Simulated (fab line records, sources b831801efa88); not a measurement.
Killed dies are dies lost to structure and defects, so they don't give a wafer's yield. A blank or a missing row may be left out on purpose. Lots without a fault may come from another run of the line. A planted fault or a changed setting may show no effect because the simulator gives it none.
One fault seen from 2 desks | flow sky130 | each desk has only its own numbers; what lay behind them comes last

THE TOOL OWNER'S DESK: implanter-02
The tool's own readings at SKY_LDD_N_IMPLANT_09: means of the sampled wafers that have a number, for each lot that ran on this tool. A lot is out of limits, marked OUT, if its mean lies more than 4 standard deviations from the usual mean; the brackets give that distance.
Columns: A = beam_on_s at SKY_LDD_N_IMPLANT_09, usual 10.02 s; B = dose_ions_cm2 at SKY_LDD_N_IMPLANT_09, usual 7.5e+13; C = faraday_current_uA at SKY_LDD_N_IMPLANT_09, usual 422
lot  | first seen here | A               | B                         | C
L410 | day 20 22:52    | 10.02           | 7.5e+13                   | 422
L414 | day 22 10:22    | 9.94            | 7.5e+13                   | 426
L419 | day 25 07:10    | 17.65 (+38) OUT | 1.5e+14 (+99 or more) OUT | 465 (+5.1) OUT
L420 | day 25 11:12    | 17.99 (+40) OUT | 1.5e+14 (+99 or more) OUT | 459 (+4.3) OUT
This desk's finding: out of limits on L419, L420; first on L419, day 25 07:10 (beam_on_s at SKY_LDD_N_IMPLANT_09). In limits: L410, L414.

THE METROLOGY DESK
What the gauges read, lot by lot, whatever tool the lot ran on: means of the sampled wafers that have a number. A lot is out of limits, marked OUT, if its mean lies more than 4 standard deviations from the usual mean; the brackets give that distance.
Columns: A = POLY_GATE_TW at SKY_RES_PROTECT_TW_MEAS_08, usual 4041; B = LDD_N_TW at SKY_LDD_N_TW_MEAS_17, usual 2589; C = SPACER_CVD_00_THK at SKY_SPACER_THK_MEAS_01, usual 42.8 nm
lot  | first seen here | A    | B               | C
L403 | day 15 12:59    | 4080 | 2605            | 43.1
L404 | day 15 16:32    | 4046 | 2592            | 43.0
L406 | day 16 14:38    | 4032 | 2597            | 42.8
L408 | day 17 09:13    | 4040 | 2584            | 42.6
L410 | day 18 04:26    | 4060 | 2589            | 42.9
L411 | day 18 11:32    | 4068 | 2591            | 42.9
L414 | day 19 09:38    | 4035 | 2587            | 42.5
L419 | day 22 13:23    | 4022 | 2697 (+9.0) OUT | 42.2
L420 | day 22 17:32    | 4034 | 2664 (+6.3) OUT | 42.3
L423 | day 22 17:55    | 4031 | 2580            | 42.9
L425 | day 23 22:43    | 4016 | 2606            | 42.8
This desk's finding: out of limits on L419, L420; first on L419, day 25 08:19 (LDD_N_TW at SKY_LDD_N_TW_MEAS_17). In limits: L403, L404, L406, L408, L410, L411, L414, L423, L425.

PUT TOGETHER
The tool owner's desk could have raised an alarm at day 25 07:10, on L419, L420.
The metrology desk could have raised an alarm at day 25 08:19, on L419, L420.
Of the lots named, all ran SKY_LDD_N_IMPLANT_09 on implanter-02.

WHAT THE SIMULATOR HAD PUT IN
Process parameter drift: implanter-02, from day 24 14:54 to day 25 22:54, at SKY_LDD_N_IMPLANT_09. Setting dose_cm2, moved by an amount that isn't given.
Lots struck among those shown: L419, L420.
Hours from the fault's start to each desk's first reading out of limits: the tool owner's desk, 16; the metrology desk, 17.
